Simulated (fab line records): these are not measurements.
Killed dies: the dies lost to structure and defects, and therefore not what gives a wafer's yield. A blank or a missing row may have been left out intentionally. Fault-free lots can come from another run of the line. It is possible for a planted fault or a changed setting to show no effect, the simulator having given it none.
Split-lot experiment / flow sfq line / 23 wafers read from 5 lots, route of 325 steps

ON THE SPLIT
At SFQ_TRILAYER_I2_VIA_LITHO_COAT_067 (resist thk 650 nm), the setting spin rpm was moved away from the recipe's 3000 rpm on 8 of the 23 wafers read, by -7.1% to -6.8%. This setting was run at the recipe's value on the other wafers.

Between the split and the reading, the file records no step.

THE READING
KrF_of_TRILAYER_I2_VIA_LITHO_COAT_067.thk nm (the simulator's own value, which no gauge read), in nm, at SFQ_TRILAYER_I2_VIA_BARC_OPEN_VIA_ETCH_096 (etches BARC in O2, target depth 125 nm, time 41.7 s). The file gives no usual value for it. The 15 wafers here that ran the recipe average 573.7 nm, standard deviation 2 nm.

wafer=L077.1; tool, chamber at the split=litho track-02, 0; spin rpm as run, rpm=3000; against the recipe=recipe; KrF_of_TRILAYER_I2_VIA_LITHO_COAT_067.thk nm, nm=574.1; against lot-mates on the recipe=-
wafer=L077.2; tool, chamber at the split=litho track-02, 0; spin rpm as run, rpm=3000; against the recipe=recipe; KrF_of_TRILAYER_I2_VIA_LITHO_COAT_067.thk nm, nm=576.3; against lot-mates on the recipe=-
wafer=L077.3; tool, chamber at the split=litho track-02, 0; spin rpm as run, rpm=3000; against the recipe=recipe; KrF_of_TRILAYER_I2_VIA_LITHO_COAT_067.thk nm, nm=576.8; against lot-mates on the recipe=-
wafer=L077.4; tool, chamber at the split=litho track-02, 0; spin rpm as run, rpm=3000; against the recipe=recipe; KrF_of_TRILAYER_I2_VIA_LITHO_COAT_067.thk nm, nm=573.9; against lot-mates on the recipe=-
wafer=L077.5; tool, chamber at the split=litho track-02, 0; spin rpm as run, rpm=3000; against the recipe=recipe; KrF_of_TRILAYER_I2_VIA_LITHO_COAT_067.thk nm, nm=576; against lot-mates on the recipe=-
wafer=L078.1; tool, chamber at the split=litho track-04, 0; spin rpm as run, rpm=2789; against the recipe=-7.0%; KrF_of_TRILAYER_I2_VIA_LITHO_COAT_067.thk nm, nm=599.4; against lot-mates on the recipe=+24.4
wafer=L078.2; tool, chamber at the split=litho track-04, 0; spin rpm as run, rpm=3000; against the recipe=recipe; KrF_of_TRILAYER_I2_VIA_LITHO_COAT_067.thk nm, nm=574.6; against lot-mates on the recipe=-
wafer=L078.3; tool, chamber at the split=litho track-04, 0; spin rpm as run, rpm=2789; against the recipe=-7.0%; KrF_of_TRILAYER_I2_VIA_LITHO_COAT_067.thk nm, nm=599.3; against lot-mates on the recipe=+24.3
wafer=L078.4; tool, chamber at the split=litho track-04, 0; spin rpm as run, rpm=2789; against the recipe=-7.0%; KrF_of_TRILAYER_I2_VIA_LITHO_COAT_067.thk nm, nm=598.8; against lot-mates on the recipe=+23.8
wafer=L078.6; tool, chamber at the split=litho track-04, 0; spin rpm as run, rpm=3000; against the recipe=recipe; KrF_of_TRILAYER_I2_VIA_LITHO_COAT_067.thk nm, nm=575.3; against lot-mates on the recipe=-
wafer=L079.1; tool, chamber at the split=litho track-04, 0; spin rpm as run, rpm=2797; against the recipe=-6.8%; KrF_of_TRILAYER_I2_VIA_LITHO_COAT_067.thk nm, nm=595.1; against lot-mates on the recipe=+23.0
wafer=L079.2; tool, chamber at the split=litho track-04, 0; spin rpm as run, rpm=3000; against the recipe=recipe; KrF_of_TRILAYER_I2_VIA_LITHO_COAT_067.thk nm, nm=570.9; against lot-mates on the recipe=-
wafer=L079.3; tool, chamber at the split=litho track-04, 0; spin rpm as run, rpm=3000; against the recipe=recipe; KrF_of_TRILAYER_I2_VIA_LITHO_COAT_067.thk nm, nm=572.6; against lot-mates on the recipe=-
wafer=L079.4; tool, chamber at the split=litho track-04, 0; spin rpm as run, rpm=2797; against the recipe=-6.8%; KrF_of_TRILAYER_I2_VIA_LITHO_COAT_067.thk nm, nm=594.8; against lot-mates on the recipe=+22.7
wafer=L079.6; tool, chamber at the split=litho track-04, 0; spin rpm as run, rpm=3000; against the recipe=recipe; KrF_of_TRILAYER_I2_VIA_LITHO_COAT_067.thk nm, nm=572.7; against lot-mates on the recipe=-
wafer=L081.1; tool, chamber at the split=litho track-02, 0; spin rpm as run, rpm=2787; against the recipe=-7.1%; KrF_of_TRILAYER_I2_VIA_LITHO_COAT_067.thk nm, nm=595; against lot-mates on the recipe=+21.5
wafer=L081.2; tool, chamber at the split=litho track-02, 0; spin rpm as run, rpm=3000; against the recipe=recipe; KrF_of_TRILAYER_I2_VIA_LITHO_COAT_067.thk nm, nm=572; against lot-mates on the recipe=-
wafer=L081.4; tool, chamber at the split=litho track-02, 0; spin rpm as run, rpm=2787; against the recipe=-7.1%; KrF_of_TRILAYER_I2_VIA_LITHO_COAT_067.thk nm, nm=597; against lot-mates on the recipe=+23.5
wafer=L081.5; tool, chamber at the split=litho track-02, 0; spin rpm as run, rpm=3000; against the recipe=recipe; KrF_of_TRILAYER_I2_VIA_LITHO_COAT_067.thk nm, nm=575.1; against lot-mates on the recipe=-
wafer=L081.6; tool, chamber at the split=litho track-02, 0; spin rpm as run, rpm=2787; against the recipe=-7.1%; KrF_of_TRILAYER_I2_VIA_LITHO_COAT_067.thk nm, nm=597.7; against lot-mates on the recipe=+24.2
wafer=L085.3; tool, chamber at the split=litho track-02, 0; spin rpm as run, rpm=3000; against the recipe=recipe; KrF_of_TRILAYER_I2_VIA_LITHO_COAT_067.thk nm, nm=574.2; against lot-mates on the recipe=-
wafer=L085.4; tool, chamber at the split=litho track-02, 0; spin rpm as run, rpm=3000; against the recipe=recipe; KrF_of_TRILAYER_I2_VIA_LITHO_COAT_067.thk nm, nm=570.2; against lot-mates on the recipe=-
wafer=L085.6; tool, chamber at the split=litho track-02, 0; spin rpm as run, rpm=3000; against the recipe=recipe; KrF_of_TRILAYER_I2_VIA_LITHO_COAT_067.thk nm, nm=570.7; against lot-mates on the recipe=-

THE FIT
A straight line over all 23 wafers: KrF_of_TRILAYER_I2_VIA_LITHO_COAT_067.thk nm changes by -3.36 nm for each +1% of spin rpm; r = -0.99; the points scatter about the line by 2 nm.
The same after taking each lot's own level away (the mean of its wafers on the recipe; 23 wafers): -3.35 nm for each +1%; r = -0.99; scatter 1.2 nm.
That fit puts the effect of the largest move of spin rpm on the reading at 24 nm.
From 571.70 to 575.42 nm: that is the span of the lots' own levels, equal to 1.8 times the standard deviation above.
Consequently the slope shifts little with the lot-to-lot level, the two slopes agreeing.
Check: for one of the wafers moved furthest among these (-7.1%), held out of the fit, the line's prediction against its lot-mates is +24.1 nm. It came out at +21.5 nm against them.

ADDITIONAL SPLITS CARRIED BY THESE WAFERS
Other splits were also applied to these wafers ahead of the reading. Each is held against what the fit with the lots' levels taken away leaves over:
other split on the same wafers=SFQ_TRILAYER_M1_LITHO_COAT_044 spin rpm; wafers away from the commonest value=9; r with KrF_of_TRILAYER_I2_VIA_LITHO_COAT_067.thk nm (lot level and that fit taken away)=-0.03
other split on the same wafers=SFQ_TRILAYER_M1_ETCH_METAL_ETCH_042 time s; wafers away from the commonest value=6; r with KrF_of_TRILAYER_I2_VIA_LITHO_COAT_067.thk nm (lot level and that fit taken away)=-0.03
other split on the same wafers=SFQ_TRILAYER_M2_DEP_SPUTTER_055 time s; wafers away from the commonest value=8; r with KrF_of_TRILAYER_I2_VIA_LITHO_COAT_067.thk nm (lot level and that fit taken away)=-0.09
other split on the same wafers=SFQ_TRILAYER_M2_LITHO_COAT_062 spin rpm; wafers away from the commonest value=10; r with KrF_of_TRILAYER_I2_VIA_LITHO_COAT_067.thk nm (lot level and that fit taken away)=-0.04

THE WHOLE CHAIN: every reading that the file lists as answering this split, in the file's order
step=SFQ_TRILAYER_I2_VIA_LITHO_COAT_067; what it does=resist thk 650 nm; reading=KrF_of_TRILAYER_I2_VIA_LITHO_COAT_067.thk nm (the simulator's own value, which no gauge read); change (the file's fit)=-3.34 nm for each +1% of the setting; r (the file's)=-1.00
step=SFQ_TRILAYER_I2_VIA_BARC_OPEN_VIA_ETCH_096; what it does=etches BARC in O2, target depth 125 nm, time 41.7 s; reading=KrF_of_TRILAYER_I2_VIA_LITHO_COAT_067.thk nm (the simulator's own value, which no gauge read); change (the file's fit)=-3.36 nm for each +1% of the setting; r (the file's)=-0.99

THE FILE'S OWN FIT
KrF_of_TRILAYER_I2_VIA_LITHO_COAT_067.thk nm changes by -3.36 nm for each +1% of spin rpm, r = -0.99.
